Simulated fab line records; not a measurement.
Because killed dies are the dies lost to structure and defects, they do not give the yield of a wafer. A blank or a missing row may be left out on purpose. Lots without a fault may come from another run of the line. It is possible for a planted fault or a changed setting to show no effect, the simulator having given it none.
What tool caused it? -- flow sky130 -- 14 lots, 41 wafers sampled, at 4 steps of a route of 708

WHAT EACH GAUGE READ, for each wafer
SKY_METAL1_CD_MEAS_15 targets a cd of 140 nm.
lot,measured,on,cdNm (nm)
L885,day 32 19:56,cdSem-01,137.4 137.9 138.6
L887,day 33 15:23,cdSem-02,139.5 137.6 138.5
L888,day 33 18:56,cdSem-01,138.5 138.3 137.6
L890,day 34 07:18,cdSem-02,141.4 140.8 140.9
L891,day 34 22:23,cdSem-01,139.1 139.1 141.4
L892,day 35 05:32,cdSem-02,139.3 139.5 138.8
L893,day 35 09:51,cdSem-01,142.6 140.6 142.8
L894,day 35 17:27,cdSem-01,138.8 139.3 139.6
L895,day 36 01:05,cdSem-01,138.8 138.7 138.4
L898,day 37 08:52,cdSem-01,57.7 57.8 137.1
L900,day 37 15:43,cdSem-02,58.9 140.6
L906,day 39 12:54,cdSem-02,138.9 138.9 138.1
L907,day 39 19:52,cdSem-01,141.7 141.6 141.7
L908,day 40 06:35,cdSem-01,139.5 138.5 139.9

WHAT TOOL EACH LOT RAN ON (gives the tool, then ch and the chambers of the sampled wafers, and finally the start)
lot,SKY_METAL1_SPUTTER_00,SKY_METAL1_SPUTTER_02,SKY_METAL1_EXPOSE_12
L885,"pvdSputter-03, day 31 17:04","pvdSputter-03, day 31 17:07","krfScanner-02 ch 0, day 32 07:29"
L887,"pvdSputter-04, day 32 12:25","pvdSputter-04, day 32 12:28","krfScanner-01 ch 0, day 33 02:25"
L888,"pvdSputter-01, day 32 16:02","pvdSputter-01, day 32 16:05","krfScanner-01 ch 0, day 33 05:56"
L890,"pvdSputter-04, day 33 04:52","pvdSputter-04, day 33 04:55","krfScanner-02 ch 0, day 33 18:36"
L891,"pvdSputter-04, day 33 19:23","pvdSputter-04, day 33 19:26","krfScanner-01 ch 0, day 34 09:11"
L892,"pvdSputter-01, day 34 03:10","pvdSputter-01, day 34 03:13","krfScanner-02 ch 0, day 34 17:11"
L893,"pvdSputter-01, day 34 07:11","pvdSputter-01, day 34 07:14","krfScanner-01 ch 0, day 34 21:35"
L894,"pvdSputter-04, day 34 15:16","pvdSputter-04, day 34 15:19","krfScanner-01 ch 0, day 35 05:00"
L895,"pvdSputter-04, day 34 22:58","pvdSputter-04, day 34 23:01","krfScanner-01 ch 0, day 35 11:38"
L898,"pvdSputter-03, day 36 06:28","pvdSputter-03, day 36 06:31","krfScanner-01 ch 0, day 36 19:25"
L900,"pvdSputter-03, day 36 13:13","pvdSputter-03, day 36 13:16","krfScanner-01 ch 0, day 37 02:55"
L906,"pvdSputter-03, day 38 11:55","pvdSputter-03, day 38 11:58","krfScanner-02 ch 0, day 39 00:23"
L907,"pvdSputter-04, day 38 18:57","pvdSputter-04, day 38 19:00","krfScanner-02 ch 0, day 39 07:49"
L908,"pvdSputter-03, day 39 05:50","pvdSputter-03, day 39 05:53","krfScanner-02 ch 0, day 39 18:35"
- SKY_METAL1_SPUTTER_00: material Ti, target thk 15 nm, time 10 s.
- SKY_METAL1_SPUTTER_02: material AlCu, target thk 250 nm, time 13.3 s.
- SKY_METAL1_EXPOSE_12: exposes mask MM1, target cd 140 nm.

WHAT THE TOOLS THEMSELVES READ (means of the sampled wafers that have a number; where no wafer has one, the mark that the record gives instead)
SKY_METAL1_SPUTTER_00.
lot,tool,throttleValvePct (%)
L885,pvdSputter-03,29.6
L887,pvdSputter-04,29.6
L888,pvdSputter-01,29.8
L890,pvdSputter-04,30.4
L891,pvdSputter-04,30.1
L892,pvdSputter-01,30.8
L893,pvdSputter-01,30.1
L894,pvdSputter-04,30.9
L895,pvdSputter-04,30.1
L898,pvdSputter-03,29.7
L900,pvdSputter-03,29.8
L906,pvdSputter-03,29.7
L907,pvdSputter-04,30.1
L908,pvdSputter-03,29.7

SKY_METAL1_SPUTTER_02.
lot,tool,throttleValvePct (%)
L885,pvdSputter-03,29.6
L887,pvdSputter-04,29.6
L888,pvdSputter-01,29.8
L890,pvdSputter-04,30.2
L891,pvdSputter-04,30.0
L892,pvdSputter-01,30.8
L893,pvdSputter-01,30.3
L894,pvdSputter-04,30.9
L895,pvdSputter-04,29.9
L898,pvdSputter-03,29.6
L900,pvdSputter-03,29.8
L906,pvdSputter-03,29.6
L907,pvdSputter-04,30.0
L908,pvdSputter-03,29.6

THE ANSWER, worked out from the rows above alone
Rule: the lots themselves supply what counts as usual. The widest of any qualifying gaps counts: lots, ordered by their means at a reading, are off when they make up no more than a third of the lots, leave a main group of 4 or more, and stand apart from it by 3 or more times the standard deviation of that group's means. If all means in a main group match to the digits the tables above print for the reading, that group is not used. A lot without any number at a reading at which 4 lots or more have one is off too. The other lots that the step has rows for count as sound. First the gauges in route order, then the tools' own readings, where a lot's mean is used as printed above. At the first step where some lot is off, the reading lying furthest off is the one used; lots without a number count as furthest.
Off at SKY_METAL1_CD_MEAS_15 (cdNm): L898, L900. Main group: mean 139.5 nm, sd 1.3.
A tool fits if, at a process step before that reading, it ran every lot that is off, and no sound lot after the first of them. Those tools and the gauges at SKY_METAL1_CD_MEAS_15 are tried in the same way. One fits: krfScanner-01 at SKY_METAL1_EXPOSE_12. A fault onset in the window from L895 (day 35 11:38, its last sound lot) to L898 (day 36 19:25, its first lot off) fits.

WHAT THE SIMULATOR PUT IN
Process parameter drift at SKY_METAL1_EXPOSE_12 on krfScanner-01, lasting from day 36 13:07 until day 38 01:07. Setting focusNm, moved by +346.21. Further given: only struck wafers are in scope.
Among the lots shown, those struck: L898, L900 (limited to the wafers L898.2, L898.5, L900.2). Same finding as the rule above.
